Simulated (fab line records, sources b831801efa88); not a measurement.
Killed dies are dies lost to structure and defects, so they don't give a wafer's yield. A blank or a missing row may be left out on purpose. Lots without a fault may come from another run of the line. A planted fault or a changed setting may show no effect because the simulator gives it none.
A struck lot beside a sound one | flow gf180mcu | 33 steps out of a route of 602
Sound: wafers L929.1, L929.2, L929.5. Struck: wafers L923.1, L923.2, L923.3. The cause comes at the end.
At each step with rows: each side's tool, then ch and its chambers, then its first start. Under that, the readings that differ: sound wafers | struck wafers | difference of the means | sigmas: that difference in standard deviations of wafers without a fault.
alike: readings whose means differ by less than 2 such deviations, and words and numbers that are the same on both sides. not compared: withheld readings, readings that some wafer has no value for, bounds like >300 that may hide the same value, and numbers for which the record gives no deviation and whose values overlap.
The two part at a step that has a row with sigmas, a row that says differs or no value, or rows on one side only. Numbers that don't overlap but have no deviation are shown without sigmas and don't part them. A reading that every wafer of one side lacks parts them only if that side has two wafers or more.

first, 2 steps without rows for these wafers: GF_M3_PEB_12 (peb time 90 s); GF_M3_DEVELOP_13 (develop time 60 s).
GF_M3_CD_MEAS_14: target cd 280 nm.
  sound on cd_sem-02, day 25 01:18; struck on cd_sem-02, day 23 03:06
  alike: cd_nm
GF_M3_OVL_MEAS_15:
  sound on overlay-02, day 25 01:25; struck on overlay-01, day 23 03:13
  alike: M3_OVL
GF_M3_METAL_ETCH_16: etches the open film in Cl2/BCl3, stops on SiO2, target depth 627.5 nm, time 104.6 s.
  sound on rie_metal-03 ch 0,1, day 25 01:28; struck on rie_metal-03 ch 0,1, day 23 03:16
  alike: drypump_motor_current_A, oes_product_au, throttle_valve_pct
  not compared: rf_hours_counter_h
then, 4 steps without rows for these wafers: GF_M3_STRIP_17 (strips in O2/N2); GF_M3_STRIP_18 (strips in post etch residue remover, time 1200 s); GF_M3_CLEAN_19 (cleans in DIW); GF_V3_CVD_00 (deposits SiO2, target thk 600 nm, time 100 s).
GF_V3_THK_MEAS_01:
  sound on film_metro-03, day 25 02:35; struck on film_metro-04, day 23 04:02
  alike: V3_CVD_00_THK
then, 1 step without rows for these wafers: GF_V3_CVD_02 (deposits SiO2 from TEOS, target thk 850 nm, time 94.851 s).
GF_V3_THK_MEAS_03:
  sound on film_metro-02, day 25 02:43; struck on film_metro-03, day 23 04:11
  alike: V3_CVD_02_THK
GF_V3_CMP_04: polishes SiO2.
  sound on cmp-02 ch 0,2,3, day 25 02:46; struck on cmp-01 ch 1,2,3, day 23 04:15
  no value came back on the struck wafers for any of 5 readings (edge_zone_pressure_frac, head_pressure_psi (psi) and others); on the sound wafers edge_zone_pressure_frac reads 0.995 0.998 0.994
  reading                             | sound           | struck            | difference | sigmas
  model.SiO2_of_V3_CVD_02.thk_nm (nm) | 633 631.6 632.9 | 837.4 855.2 851.6 | +215.6     |
GF_V3_BOW_MEAS_05:
  sound on film_metro-04, day 25 03:04; struck on film_metro-03, day 23 04:33
  alike: V3_BOW
then, 8 steps without rows for these wafers: GF_V3_DEHYDRATE_06 (time 60 s); GF_V3_HMDS_07 (prime time 60 s); GF_V3_COAT_08; GF_V3_COAT_09 (resist thk 1000 nm); GF_V3_SOFTBAKE_10 (time 60 s); GF_V3_EXPOSE_11 (exposes mask Via3, target cd 260 nm); GF_V3_PEB_12 (peb time 90 s); GF_V3_DEVELOP_13 (develop time 60 s).
GF_V3_CD_MEAS_14: target cd 260 nm.
  sound on cd_sem-01, day 26 00:33; struck on cd_sem-01, day 24 03:03
  alike: cd_nm
GF_V3_OVL_MEAS_15:
  sound on overlay-02, day 26 00:40; struck on overlay-01, day 24 03:10
  alike: V3_OVL
then, 1 step without rows for these wafers: GF_V3_ETCH_16 (etches BARC in N2/H2).
GF_V3_ETCH_17: etches SiO2 in C4F8/O2/Ar, stops on TiN, target depth 635 nm.
  sound on rie_diel-04 ch 0,1,2; struck on rie_diel-04 ch 1,2,3
  reading                        | sound             | struck            | difference | sigmas
  oes_product_au (a.u.)          | 0.863 0.858 0.853 | 1.614 1.616 1.616 | +0.757     | +99 or more
  model.etch.depth_nm (nm)       | 633 631.6 632.9   | 821.3 813.2 822.2 | +186.4     |
  model.V3.feature_depth_nm (nm) | 633 631.6 632.9   | 821.3 813.2 822.2 | +186.4     |
GF_V3_STRIP_18: strips in O2/N2.
  sound on plasma_asher-01 ch 0,1, day 26 00:50; struck on plasma_asher-01 ch 0,1, day 24 03:20
  alike: drypump_motor_current_A, heater_power_w, oes_product_au
  not compared: rf_hours_counter_h
then, 2 steps without rows for these wafers: GF_V3_STRIP_19 (strips in post etch residue remover, time 1200 s); GF_V3_CLEAN_20 (cleans in DIW).
GF_V3_SPUTTER_21: material Ti, target thk 15 nm, time 80.02 s.
  sound on pvd_sputter-02, day 26 01:22; struck on pvd_sputter-03, day 24 03:52
  alike: throttle_valve_pct
GF_V3_SPUTTER_22: material TiN, target thk 10 nm, time 40 s.
  sound on pvd_sputter-02, day 26 01:26; struck on pvd_sputter-03, day 24 03:56
  alike: throttle_valve_pct
GF_V3_CVD_23: deposits W, target thk 350 nm, time 104.9 s.
  sound on cvd_w-01 ch 0,1, day 26 01:28; struck on cvd_w-02 ch 0,1, day 24 03:58
  alike: chamber_pressure_Torr, heater_power_w
GF_V3_CMP_26: polishes, stops on SiO2, t overpolish 15 s, target thk 0 nm.
  sound on cmp-02 ch 1,2, day 26 01:49; struck on cmp-01 ch 1,2,3, day 24 04:16
  reading                             | sound             | struck            | difference | sigmas
  model.SiO2_of_V3_CVD_02.thk_nm (nm) | 629.2 627.8 629.2 | 833.7 851.4 847.8 | +215.6     |
  alike: edge_zone_pressure_frac, head_pressure_psi, motor_current_A, retaining_ring_pressure_frac

WHERE THEY PART
First at GF_V3_CMP_04; last, within this record, at GF_V3_ETCH_17. Later steps at which nothing parts them and some readings are alike: GF_V3_STRIP_18, GF_V3_SPUTTER_21, GF_V3_SPUTTER_22, GF_V3_CVD_23, GF_V3_CMP_26.

WHY: what the simulator had put in
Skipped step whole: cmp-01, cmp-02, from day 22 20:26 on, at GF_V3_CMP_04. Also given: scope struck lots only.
